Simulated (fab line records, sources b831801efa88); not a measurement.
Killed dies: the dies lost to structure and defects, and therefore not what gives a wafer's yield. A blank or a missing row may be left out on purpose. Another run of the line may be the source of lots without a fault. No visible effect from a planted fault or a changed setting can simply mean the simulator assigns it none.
fab line records | flow sky130
record: lots: 24 wafers: 72 last-day: 51
route steps=708 shown VT_ADJUST_NCORE@126 VIA3@574 METAL4@601 CAP2M@617 METAL5@667
lots untouched by any fault: they come from a run of this same line in which no faults occurred
start-h: the number of hours between the record's first day and the start of the first shown wafer of the lot | wait-h: hours since the lot's step before | " identical to the entry in the row above | L1.1+2: one row covering several wafers at once | - value missing, or start not given | * or withheld: withheld | < > ~ a bound
route shown NAME@n: a module of which the file shows steps, and the number in the route of the first | usual: average and standard deviation across the fault-free wafers | same: alike in all rows | chamber/n: place in a boat | sites: the reading at each site | _std_site: standard deviation of those values | _edge_site: outer sites' mean less inner sites' | radius-mm: for every site, how far away it sits from the centre of the wafer | mask NAME#n: copy n | behind: the last tool/chamber to shape the wafer | hold: reason for holding the lot/hours on hold/outcome of the hold | device: which transistor (n, p or np) failed to switch | end of line: tests of these same wafers at the route's end | a step with no rows: only its recipe | killed: dies lost to structure and defects at the first sort, not the wafer's yield | map: a wafer's dies, x killed, . not, _ none there
set.NAME: setting as actually run; set.NAME@STEP: the setting as run at that earlier step | model.NAME: the simulator's own value behind a step, which no gauge read
one table for each step of the route and one row for each wafer, over a sample of lots
services: a tool's chamber out of use, with start hour (start-h, from the record's first day; less than 0 if before it), hours out, and reason
== steps ==
step: SKY_VT_ADJUST_NCORE_CD_MEAS_07
recipe: target-cd-nm: 380
usual: cd-nm: 380/3.1
columns lot.wafer tool chamber start-h wait-h cd-nm
L074.2 cd-sem-01 - 179.31 0.1 382
L074.3 " - " " 384
L074.5 " - " " 384
L075.1 cd-sem-01 - 193.71 0.1 380
L075.3 " - " " 376
L075.6 " - " " 376
L076.4 cd-sem-02 - 196.87 0.1 378
L076.5 " - " " 377
L076.6 " - " " 378
L077.1 cd-sem-01 - 200.74 0.1 380
L077.5 " - " " 383
L077.6 " - " " 381
L078.1 cd-sem-02 - 210.26 0.1 378
L078.3 " - " " 379
L078.5 " - " " 379
L079.1 cd-sem-01 - 218.39 0.1 374
L079.2 " - " " 379
L079.3 " - " " 376
L080.3 cd-sem-01 - 225.48 0.1 377
L080.5 " - " " 378
L080.6 " - " " 379
L081.2 cd-sem-02 - 233.48 0.1 383
L081.3 " - " " 384
L081.6 " - " " 383
L082.1 cd-sem-02 - 238.26 0.1 380
L082.4 " - " " 382
L082.5 " - " " 379
L083.2 cd-sem-01 - 250.68 0.1 381
L083.3 " - " " 379
L083.4 " - " " 378
L084.2 cd-sem-01 - 254.28 0.1 376
L084.5 " - " " 377
L084.6 " - " " 376
L085.1 cd-sem-01 - 258.76 0.1 379
L085.4 " - " " 379
L085.6 " - " " 381
L086.2 cd-sem-01 - 267.63 0.1 377
L086.4 " - " " 378
L086.5 " - " " 376
L087.1 cd-sem-01 - 270.89 0.1 382
L087.2 " - " " 385
L087.5 " - " " 382
L088.1 cd-sem-02 - 281.99 0.1 382
L088.3 " - " " 383
L088.5 " - " " 382
L089.3 cd-sem-01 - 287.30 0.1 384
L089.4 " - " " 379
L089.5 " - " " 381
L090.1 cd-sem-01 - 296.26 0.1 379
L090.2 " - " " 379
L090.3 " - " " 379
L091.1 cd-sem-01 - 299.39 0.1 384
L091.3 " - " " 381
L091.6 " - " " 385
L092.1 cd-sem-01 - 307.01 0.1 374
L092.2 " - " " 375
L092.6 " - " " 375
L093.1 cd-sem-01 - 314.01 0.1 381
L093.2 " - " " 381
L093.4 " - " " 382
L094.1 cd-sem-02 - 320.06 0.1 384
L094.3 " - " " 381
L094.5 " - " " 380
L095.1 cd-sem-02 - 326.96 0.1 378
L095.2 " - " " 378
L095.6 " - " " 379
L096.1 cd-sem-02 - 338.51 0.1 387
L096.2 " - " " 385
L096.5 " - " " 384
L097.2 cd-sem-02 - 348.91 0.1 378
L097.3 " - " " 379
L097.5 " - " " 377
step: SKY_VIA3_THK_MEAS_01
recipe: reads: SiO2_of_VIA3_HDPCVD_00
usual: VIA3_HDPCVD_THK: 1639/17
columns lot.wafer tool chamber start-h wait-h VIA3_HDPCVD_THK[nm]
L074.2 film-metro-04 - 892.79 0.1 1641
L074.3 " - " " 1610
L074.5 " - " " 1606
L075.1 film-metro-02 - 911.03 0.1 1618
L075.3 " - " " 1617
L075.6 " - " " 1612
L076.4 film-metro-03 - 913.90 0.0 1636
L076.5 " - " " 1625
L076.6 " - " " 1625
L077.1 film-metro-03 - 920.41 0.1 1645
L077.5 " - " " 1634
L077.6 " - " " 1621
L078.1 film-metro-03 - 927.96 0.1 1626
L078.3 " - " " 1652
L078.5 " - " " 1634
L079.1 film-metro-04 - 939.12 0.1 1638
L079.2 " - " " 1629
L079.3 " - " " 1626
L082.1 film-metro-02 - 965.93 0.1 1641
L082.4 " - " " 1664
L082.5 " - " " 1650
L081.2 film-metro-04 - 966.15 0.1 1655
L081.3 " - " " 1650
L081.6 " - " " 1682
L080.3 film-metro-02 - 966.58 0.1 1663
L080.5 " - " " 1658
L080.6 " - " " 1658
L083.2 film-metro-03 - 968.43 0.1 1645
L083.3 " - " " 1627
L083.4 " - " " 1625
L084.2 film-metro-03 - 973.26 0.1 1654
L084.5 " - " " 1660
L084.6 " - " " 1639
L085.1 film-metro-04 - 977.75 0.1 1631
L085.4 " - " " 1610
L085.6 " - " " 1638
L086.2 film-metro-02 - 984.89 0.1 1643
L086.4 " - " " 1607
L086.5 " - " " 1614
L087.1 film-metro-03 - 990.57 0.1 1617
L087.2 " - " " 1608
L087.5 " - " " 1624
L088.1 film-metro-04 - 995.84 0.1 1613
L088.3 " - " " 1668
L088.5 " - " " 1635
L089.3 film-metro-03 - 1003.55 0.1 1635
L089.4 " - " " 1636
L089.5 " - " " 1660
L090.1 film-metro-03 - 1016.99 0.1 1642
L090.2 " - " " 1633
L090.3 " - " " 1622
L091.1 film-metro-03 - 1021.73 0.1 1647
L091.3 " - " " 1651
L091.6 " - " " 1644
L092.1 film-metro-03 - 1022.08 0.1 1647
L092.2 " - " " 1613
L092.6 " - " " 1645
L093.1 film-metro-03 - 1038.25 0.1 1622
L093.2 " - " " 1613
L093.4 " - " " 1622
L094.1 film-metro-02 - 1040.83 0.1 1638
L094.3 " - " " 1636
L094.5 " - " " 1650
L095.1 film-metro-02 - 1043.70 0.1 1648
L095.2 " - " " 1654
L095.6 " - " " 1667
L096.1 film-metro-02 - 1046.83 0.1 1677
L096.2 " - " " 1658
L096.5 " - " " 1665
L097.2 film-metro-02 - 1083.99 0.1 1649
L097.3 " - " " 1654
L097.5 " - " " 1645
step: SKY_METAL4_SPUTTER_03
recipe: material: Ti target-thk-nm: 5 power-w: 3000 time-s: 3.3 chamber-pressure-pa: 0.4
usual: cathode-dc-power-W: 2999.9/0.52 throttle-valve-pct: 30.0/1.1
columns lot.wafer tool chamber start-h wait-h cathode-dc-power-W throttle-valve-pct
L074.2 pvd-sputter-04 - 919.94 0.0 2999.8 30.7
L074.3 " - " " 3000.0 32.8
L074.5 " - " " 2999.3 30.6
L075.1 pvd-sputter-03 - 937.21 0.0 2999.6 29.6
L075.3 " - " " 3000.2 28.8
L075.6 " - " " 2999.8 29.1
L076.4 pvd-sputter-02 - 940.22 0.0 3000.4 30.0
L076.5 " - " " 3000.1 29.9
L076.6 " - " " 3000.0 29.7
L077.1 pvd-sputter-04 - 946.87 0.0 2999.4 32.6
L077.5 " - " " 2999.6 29.3
L077.6 " - " " 2999.1 30.8
L078.1 pvd-sputter-03 - 954.22 0.0 2999.6 28.7
L078.3 " - " " 3000.6 29.1
L078.5 " - " " 3000.0 29.5
L079.1 pvd-sputter-03 - 965.11 0.0 3000.0 28.8
L079.2 " - " " 2999.7 29.0
L079.3 " - " " 2999.6 29.4
L082.1 pvd-sputter-04 - 990.84 0.0 2999.5 32.6
L082.4 " - " " 2999.0 30.7
L082.5 " - " " 3000.0 29.5
L081.2 pvd-sputter-02 - 991.00 0.0 3000.3 30.2
L081.3 " - " " 2999.6 29.2
L081.6 " - " " 2999.7 30.2
L080.3 pvd-sputter-02 - 992.12 0.0 3000.1 29.9
L080.5 " - " " 3000.3 29.4
L080.6 " - " " 2999.0 30.0
L083.2 pvd-sputter-02 - 997.26 0.0 3000.3 29.6
L083.3 " - " " 3000.0 29.8
L083.4 " - " " 3000.1 30.1
L084.2 pvd-sputter-02 - 999.39 0.0 2999.9 29.2
L084.5 " - " " 3000.0 29.9
L084.6 " - " " 3000.2 30.0
L085.1 pvd-sputter-04 - 1002.95 0.0 2999.4 29.2
L085.4 " - " " 2999.4 30.6
L085.6 " - " " 2999.8 30.5
L086.2 pvd-sputter-02 - 1008.28 0.0 3000.1 29.9
L086.4 " - " " 3000.5 29.9
L086.5 " - " " 3000.4 30.1
L087.1 pvd-sputter-03 - 1015.51 0.0 3000.3 28.9
L087.2 " - " " 2999.1 29.4
L087.5 " - " " 2999.5 28.7
L088.1 pvd-sputter-04 - 1020.43 0.0 3000.2 30.6
L088.3 " - " " 3000.3 29.2
L088.5 " - " " 2999.5 30.6
L089.3 pvd-sputter-04 - 1027.81 0.0 3000.2 32.4
L089.4 " - " " 2999.9 29.3
L089.5 " - " " 3000.5 32.6
L090.1 pvd-sputter-04 - 1041.88 0.0 3000.3 28.9
L090.2 " - " " 2999.8 30.7
L090.3 " - " " 3000.8 32.4
L091.1 pvd-sputter-04 - 1047.13 0.0 3001.3 32.6
L091.3 " - " " 2999.6 29.3
L091.6 " - " " 2999.7 32.5
L092.1 pvd-sputter-03 - 1047.79 0.0 3000.1 29.1
L092.2 " - " " 3000.8 28.7
L092.6 " - " " 2999.6 28.8
L093.1 pvd-sputter-04 - 1062.23 0.0 3000.5 32.4
L093.2 " - " " 2999.6 29.5
L093.4 " - " " 2999.5 30.8
L094.1 pvd-sputter-03 - 1064.91 0.0 3000.2 29.5
L094.3 " - " " 2999.9 29.2
L094.5 " - " " 2999.7 29.4
L095.1 pvd-sputter-02 - 1067.90 0.0 2999.5 30.1
L095.2 " - " " 3000.3 29.7
L095.6 " - " " 2998.8 30.0
L096.1 pvd-sputter-04 - 1070.45 0.0 3000.1 29.1
L096.2 " - " " 3000.3 32.3
L096.5 " - " " 3000.1 32.6
L097.2 pvd-sputter-03 - 1105.91 0.0 2999.9 29.3
L097.3 " - " " 2999.3 29.8
L097.5 " - " " 2999.6 29.2
step: SKY_CAP2M_STRIP_14
recipe: chemistry: O2/N2 power-w: 1400 pressure-mtorr: 1500 platen-temp-c: withheld o2-flow-sccm: 3000 n2-flow-sccm: 300 overash-fraction: 0.5
usual: drypump-motor-current-A: 5.8/0.37 oes-product-au: 0.710/0.0046 strip-time-to-endpoint-s: 12.69/0.036
columns lot.wafer tool chamber start-h wait-h drypump-motor-current-A oes-product-au rf-hours-counter-h strip-time-to-endpoint-s
L074.2 plasma-asher-04 0 944.70 0.1 5.9 0.710 17 12.67
L074.3 " 1 " " 5.3 0.718 - 12.66
L074.5 " 0 " " 5.9 0.711 - 12.72
L075.1 plasma-asher-02 0 961.65 0.1 6.1 0.704 84 12.72
L075.3 " 0 " " 6.1 0.712 - 12.67
L075.6 " 0 " " 6.1 0.714 - 12.69
L076.4 plasma-asher-02 0 964.43 0.1 6.1 0.709 - 12.68
L076.5 " 0 " " 6.1 0.705 - 12.71
L076.6 " 1 " " 6.3 0.712 - 12.69
L077.1 plasma-asher-02 1 969.20 0.1 6.2 0.701 85 12.65
L077.5 " 0 " " 6.1 0.707 - 12.65
L077.6 " 1 " " 6.2 0.712 - 12.68
L078.1 plasma-asher-04 0 974.87 0.1 5.9 0.708 20 12.66
L078.3 " 0 " " 5.9 0.703 - 12.66
L078.5 " 1 " " 5.3 0.705 - 12.68
L079.1 plasma-asher-03 0 986.72 0.1 6.3 0.718 118 12.72
L079.2 " 1 " " 5.6 0.711 118 12.69
L079.3 " 0 " " 6.3 0.721 - 12.65
L082.1 plasma-asher-04 1 1013.69 0.1 5.3 0.709 23 12.68
L082.4 " 1 " " 5.3 0.704 - 12.65
L082.5 " 1 " " 5.3 0.718 - 12.66
L081.2 plasma-asher-03 0 1014.32 0.1 6.3 0.708 121 12.68
L081.3 " 1 " " 5.6 0.706 - 12.69
L081.6 " 1 " " 5.6 0.708 - 12.67
L080.3 plasma-asher-04 0 1014.73 0.1 5.9 0.714 - 12.68
L080.5 " 0 " " 5.9 0.710 - 12.68
L080.6 " 1 " " 5.3 0.705 - 12.68
L083.2 plasma-asher-04 0 1020.29 0.1 5.9 0.707 24 12.74
L083.3 " 0 " " 5.9 0.707 - 12.71
L083.4 " 1 " " 5.3 0.710 - 12.72
L084.2 plasma-asher-04 1 1021.99 0.1 5.3 0.709 25 12.72
L084.5 " 1 " " 5.3 0.709 - 12.69
L084.6 " 0 " " 5.9 0.704 - 12.70
L085.1 plasma-asher-04 0 1024.89 0.1 5.9 0.707 25 12.69
L085.4 " 1 " " 5.3 0.712 - 12.71
L085.6 " 1 " " 5.3 0.710 - 12.68
L086.2 plasma-asher-03 1 1030.67 0.1 5.6 0.699 123 12.70
L086.4 " 1 " " 5.6 0.711 - 12.70
L086.5 " 0 " " 6.4 0.715 - 12.73
L087.1 plasma-asher-04 0 1038.55 0.1 5.9 0.702 26 12.65
L087.2 " 1 " " 5.3 0.709 26 12.64
L087.5 " 0 " " 5.9 0.709 - 12.61
L088.1 plasma-asher-04 1 1043.20 0.1 5.3 0.719 27 12.73
L088.3 " 0 " " 5.9 0.701 - 12.73
L088.5 " 1 " " 5.3 0.704 - 12.74
L089.3 plasma-asher-02 1 1050.15 0.1 6.3 0.702 - 12.74
L089.4 " 0 " " 6.1 0.708 - 12.74
L089.5 " 0 " " 6.1 0.714 - 12.74
L090.1 plasma-asher-03 0 1064.69 0.1 6.3 0.707 0 12.70
L090.2 " 1 " " 5.6 0.714 0 12.75
L090.3 " 1 " " 5.6 0.711 - 12.68
L091.1 plasma-asher-04 0 1068.92 0.1 5.9 0.710 29 12.68
L091.3 " 0 " " 5.9 0.707 - 12.68
L091.6 " 1 " " 5.3 0.713 - 12.70
L092.1 plasma-asher-04 0 1069.80 0.1 5.9 0.709 30 12.67
L092.2 " 1 " " 5.3 0.719 30 12.72
L092.6 " 1 " " 5.3 0.712 - 12.72
L093.1 plasma-asher-04 0 1083.17 0.1 5.9 0.711 31 12.66
L093.2 " 1 " " 5.3 0.710 31 12.65
L093.4 " 0 " " 5.9 0.713 - 12.68
L094.1 plasma-asher-02 1 1086.37 0.1 6.2 0.718 95 12.74
L094.3 " 1 " " 6.2 0.718 - 12.68
L094.5 " 0 " " 6.1 0.706 - 12.68
L095.1 plasma-asher-02 1 1087.90 0.1 6.2 0.702 96 12.75
L095.2 " 0 " " 6.1 0.708 96 12.73
L095.6 " 0 " " 6.1 0.708 - 12.76
L096.1 plasma-asher-03 1 1091.09 0.1 5.6 0.704 3 12.66
L096.2 " 0 " " 6.3 0.713 3 12.69
L096.5 " 1 " " 5.6 0.703 - 12.65
L097.2 plasma-asher-03 0 1126.23 0.1 6.3 0.712 4 12.74
L097.3 " 0 " " 6.3 0.713 - 12.75
L097.5 " 1 " " 5.6 0.709 - 12.75
step: SKY_METAL4_METAL_ETCH_18
recipe: target-depth-a: 8450 stop-on: SiO2 over-etch-frac: 0.3 time-s: 183.1 chemistry: Cl2/BCl3 resist-sidewall-deg: 88 pressure-mtorr: 10 icp-w: 900 bias-w: 48.5 Cl2_flow_sccm: 60 bcl3-flow-sccm: 30
usual: drypump-motor-current-A: 5.5/0.46 oes-product-au: 0.874/0.0061 throttle-valve-pct: 22.265/0.0096
columns lot.wafer tool chamber start-h wait-h drypump-motor-current-A oes-product-au rf-hours-counter-h throttle-valve-pct
L074.2 rie-metal-02 0 967.91 0.0 5.3 0.873 12 22.260
L074.3 " 1 " " 5.1 0.877 - 22.257
L074.5 " 0 " " 5.3 0.871 - 22.258
L075.1 rie-metal-02 1 982.21 0.0 5.2 0.873 10 22.249
L075.3 " 1 " " 5.1 0.870 - 22.261
L075.6 " 0 " " 5.3 0.872 - 22.270
L076.4 rie-metal-02 1 985.37 0.1 5.2 0.877 - 22.276
L076.5 " 0 " " 5.3 0.876 - 22.254
L076.6 " 1 " " 5.1 0.878 - 22.268
L077.1 rie-metal-02 0 992.84 0.0 5.3 0.868 13 22.276
L077.5 " 0 " " 5.3 0.864 - 22.250
L077.6 " 1 " " 5.1 0.868 - 22.275
L078.1 rie-metal-04 1 998.56 0.0 6.3 0.876 6 22.266
L078.3 " 1 " " 6.2 0.863 - 22.266
L078.5 " 0 " " 6.1 0.867 - 22.271
L079.1 rie-metal-02 1 1010.11 0.0 5.1 0.866 12 22.273
L079.2 " 0 " " 5.3 0.871 14 22.259
L079.3 " 1 " " 5.1 0.868 - 22.261
L082.1 rie-metal-02 1 1036.99 0.0 5.1 0.874 13 22.258
L082.4 " 1 " " 5.1 0.881 - 22.266
L082.5 " 1 " " 5.1 0.871 - 22.256
L081.2 rie-metal-04 0 1037.96 0.0 6.1 0.884 15 22.271
L081.3 " 1 " " 6.3 0.885 - 22.281
L081.6 " 1 " " 6.3 0.878 - 22.266
L080.3 rie-metal-03 0 1038.47 0.1 5.1 0.875 - 22.255
L080.5 " 0 " " 5.1 0.868 - 22.253
L080.6 " 1 " " 5.5 0.872 - 22.272
L083.2 rie-metal-04 0 1043.74 0.0 6.1 0.871 15 22.255
L083.3 " 0 " " 6.1 0.869 - 22.256
L083.4 " 1 " " 6.3 0.870 - 22.262
L084.2 rie-metal-02 0 1045.54 0.0 5.3 0.889 16 22.260
L084.5 " 0 " " 5.3 0.870 - 22.272
L084.6 " 1 " " 5.1 0.888 - 22.257
L085.1 rie-metal-02 0 1047.61 0.0 5.3 0.866 17 22.276
L085.4 " 1 " " 5.1 0.874 - 22.263
L085.6 " 1 " " 5.1 0.873 - 22.256
L086.2 rie-metal-04 0 1053.89 0.0 6.1 0.869 16 22.273
L086.4 " 1 " " 6.3 0.878 - 22.266
L086.5 " 0 " " 6.1 0.871 - 22.277
L087.1 rie-metal-03 0 1061.66 0.0 5.0 0.875 16 22.271
L087.2 " 1 " " 5.5 0.869 11 22.258
L087.5 " 0 " " 5.0 0.876 - 22.247
L088.1 rie-metal-04 1 1065.91 0.0 6.2 0.865 10 22.268
L088.3 " 1 " " 6.3 0.874 - 22.265
L088.5 " 1 " " 6.3 0.869 - 22.268
L089.3 rie-metal-04 1 1071.37 0.1 6.3 0.882 - 22.266
L089.4 " 0 " " 6.1 0.878 - 22.259
L089.5 " 0 " " 6.1 0.875 - 22.253
L090.1 rie-metal-02 1 1086.44 0.0 5.1 0.863 18 22.249
L090.2 " 1 " " 5.1 0.880 - 22.263
L090.3 " 1 " " 5.1 0.869 - 22.271
L091.1 rie-metal-02 1 1090.36 0.0 5.2 0.878 19 22.256
L091.3 " 0 " " 5.3 0.868 - 22.259
L091.6 " 0 " " 5.3 0.884 - 22.272
L092.1 rie-metal-03 1 1091.31 0.0 5.5 0.873 14 22.271
L092.2 " 0 " " 5.1 0.872 19 22.279
L092.6 " 0 " " 5.0 0.867 - 22.264
L093.1 rie-metal-03 1 1103.91 0.0 5.5 0.872 15 22.258
L093.2 " 0 " " 5.0 0.883 19 22.281
L093.4 " 0 " " 5.1 0.872 - 22.250
L094.1 rie-metal-04 0 1107.54 0.0 6.1 0.886 20 22.278
L094.3 " 1 " " 6.3 0.874 - 22.280
L094.5 " 0 " " 6.1 0.870 - 22.259
L095.1 rie-metal-03 0 1108.56 0.0 5.0 0.860 19 22.264
L095.2 " 1 " " 5.5 0.885 15 22.264
L095.6 " 0 " " 5.0 0.878 - 22.264
L096.1 rie-metal-03 0 1111.79 0.0 5.1 0.877 20 22.263
L096.2 " 1 " " 5.5 0.881 16 22.263
L096.5 " 1 " " 5.5 0.882 - 22.261
L097.2 rie-metal-03 1 1145.06 0.0 5.5 0.874 18 22.264
L097.3 " 0 " " 5.1 0.873 - 22.265
L097.5 " 1 " " 5.5 0.879 - 22.261
step: SKY_METAL5_THK_MEAS_06
recipe: thk-meas-gauge: xrf reads: AlCu_of_METAL5_SPUTTER_02
usual: METAL5_ALCU_THK: 1134/14
columns lot.wafer tool chamber start-h wait-h METAL5_ALCU_THK[nm]
L074.2 film-metro-03 - 997.37 0.1 1125
L074.3 " - " " 1138
L074.5 " - " " 1145
L075.1 film-metro-03 - 1007.53 0.1 1136
L075.3 " - " " 1129
L075.6 " - " " 1135
L076.4 film-metro-01 - 1010.37 0.1 1124
L076.5 " - " " 1129
L076.6 " - " " 1128
L077.1 film-metro-01 - 1018.71 0.1 1107
L077.5 " - " " 1118
L077.6 " - " " 1127
L078.1 film-metro-03 - 1023.69 0.1 1152
L078.3 " - " " 1139
L078.5 " - " " 1142
L079.1 film-metro-03 - 1035.16 0.1 1127
L079.2 " - " " 1152
L079.3 " - " " 1135
L082.1 film-metro-01 - 1061.77 0.1 1145
L082.4 " - " " 1146
L082.5 " - " " 1139
L081.2 film-metro-03 - 1063.34 0.1 1150
L081.3 " - " " 1131
L081.6 " - " " 1145
L080.3 film-metro-03 - 1063.95 0.1 1163
L080.5 " - " " 1171
L080.6 " - " " 1154
L083.2 film-metro-01 - 1068.88 0.1 1115
L083.3 " - " " 1126
L083.4 " - " " 1127
L084.2 film-metro-03 - 1070.38 0.1 1146
L084.5 " - " " 1127
L084.6 " - " " 1146
L085.1 film-metro-03 - 1072.24 0.1 1121
L085.4 " - " " 1115
L085.6 " - " " 1129
L086.2 film-metro-03 - 1078.52 0.1 1142
L086.4 " - " " 1145
L086.5 " - " " 1136
L087.1 film-metro-01 - 1085.99 0.1 1120
L087.2 " - " " 1130
L087.5 " - " " 1113
L088.1 film-metro-01 - 1089.43 0.1 1125
L088.3 " - " " 1111
L088.5 " - " " 1123
L089.3 film-metro-03 - 1095.31 0.1 1104
L089.4 " - " " 1112
L089.5 " - " " 1109
L090.1 film-metro-03 - 1110.19 0.1 1129
L090.2 " - " " 1145
L090.3 " - " " 1140
L091.1 film-metro-02 - 1114.99 0.1 1143
L091.3 " - " " 1126
L091.6 " - " " 1145
L092.1 film-metro-03 - 1115.29 0.1 1131
L092.2 " - " " 1128
L092.6 " - " " 1107
L093.1 film-metro-01 - 1126.04 0.1 1121
L093.2 " - " " 1104
L093.4 " - " " 1114
L094.1 film-metro-02 - 1129.72 0.1 1127
L094.3 " - " " 1131
L094.5 " - " " 1137
L095.1 film-metro-02 - 1132.28 0.1 1137
L095.2 " - " " 1150
L095.6 " - " " 1153
L096.1 film-metro-03 - 1135.35 0.1 1170
L096.2 " - " " 1149
L096.5 " - " " 1154
L097.2 film-metro-03 - 1165.05 0.1 1143
L097.3 " - " " 1138
L097.5 " - " " 1134
== services ==
columns tool chamber start-h hours kind
plasma-asher-04 - 900.02 9.3 repair
rie-metal-02 0 905.12 13.0 repair
plasma-asher-02 - 906.54 1.3 repair
rie-metal-03 1 909.85 18.4 repair
rie-metal-02 1 915.07 13.8 repair
rie-metal-02 0 944.98 5.0 repair
rie-metal-04 0 954.30 8.3 repair
rie-metal-03 - 963.72 1.4 pm
pvd-sputter-03 - 977.63 3.7 repair
pvd-sputter-04 - 998.61 2.4 repair
pvd-sputter-04 3 1020.50 - consumable-replace:kit
pvd-sputter-04 3 1020.50 18.0 scheduled-down
plasma-asher-03 - 1021.48 0.5 repair
plasma-asher-03 - 1026.16 1.0 repair
plasma-asher-03 - 1055.25 9.0 pm
plasma-asher-04 - 1056.23 2.3 repair
plasma-asher-02 - 1068.79 14.6 pm
pvd-sputter-02 - 1074.91 8.7 repair
plasma-asher-03 - 1080.42 5.5 repair
rie-metal-02 0 1082.37 5.1 repair
plasma-asher-04 - 1094.25 0.9 repair
plasma-asher-03 - 1107.66 14.6 pm
plasma-asher-03 - 1129.42 2.8 pm
rie-metal-02 - 1130.12 0.7 repair
== key ==
fault none
